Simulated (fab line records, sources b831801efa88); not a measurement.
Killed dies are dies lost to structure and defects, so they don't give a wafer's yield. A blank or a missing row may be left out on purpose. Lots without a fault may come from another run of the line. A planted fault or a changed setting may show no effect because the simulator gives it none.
One fault seen from 2 desks | flow gf180mcu | each desk has only its own numbers; what lay behind them comes last

THE TOOL OWNER'S DESK: pvd_sputter-03
The tool's own readings at GF_TOP_METAL_SPUTTER_03 (material Ti, target thk 5 nm, time 3.3 s): means of the sampled wafers that have a number, for each lot that ran on this tool. A lot is out of limits, marked OUT, if its mean lies more than 4 standard deviations from the usual mean; the brackets give that distance.
Columns: A = throttle_valve_pct at GF_TOP_METAL_SPUTTER_03, usual 30.2 %
lot  | first seen here | A
L768 | day 28 16:34    | 28.8
L774 | day 30 14:32    | 29.5
This desk's finding: nothing out of limits on any of the 2 lots.

THE METROLOGY DESK
What the gauges read, lot by lot, whatever tool the lot ran on: means of the sampled wafers that have a number. A lot is out of limits, marked OUT, if its mean lies more than 4 standard deviations from the usual mean; the brackets give that distance.
Columns: A = V4_W_THK at GF_V4_THK_MEAS_25, usual 356 nm
lot  | first seen here | A
L764 | day 24 15:19    | 359
L765 | day 24 19:04    | 355
L766 | day 25 10:49    | 355
L767 | day 25 13:55    | 361
L768 | day 25 22:11    | 358
L774 | day 28 00:11    | 355
L780 | day 29 15:46    | 356
L781 | day 29 22:44    | 360
L782 | day 30 06:39    | 355
L784 | day 30 19:16    | 359
L785 | day 31 00:04    | 357
L787 | day 31 12:11    | 357
This desk's finding: nothing out of limits on any of the 12 lots.

PUT TOGETHER
The tool owner's desk saw nothing out of limits.
The metrology desk saw nothing out of limits.

WHAT THE SIMULATOR HAD PUT IN
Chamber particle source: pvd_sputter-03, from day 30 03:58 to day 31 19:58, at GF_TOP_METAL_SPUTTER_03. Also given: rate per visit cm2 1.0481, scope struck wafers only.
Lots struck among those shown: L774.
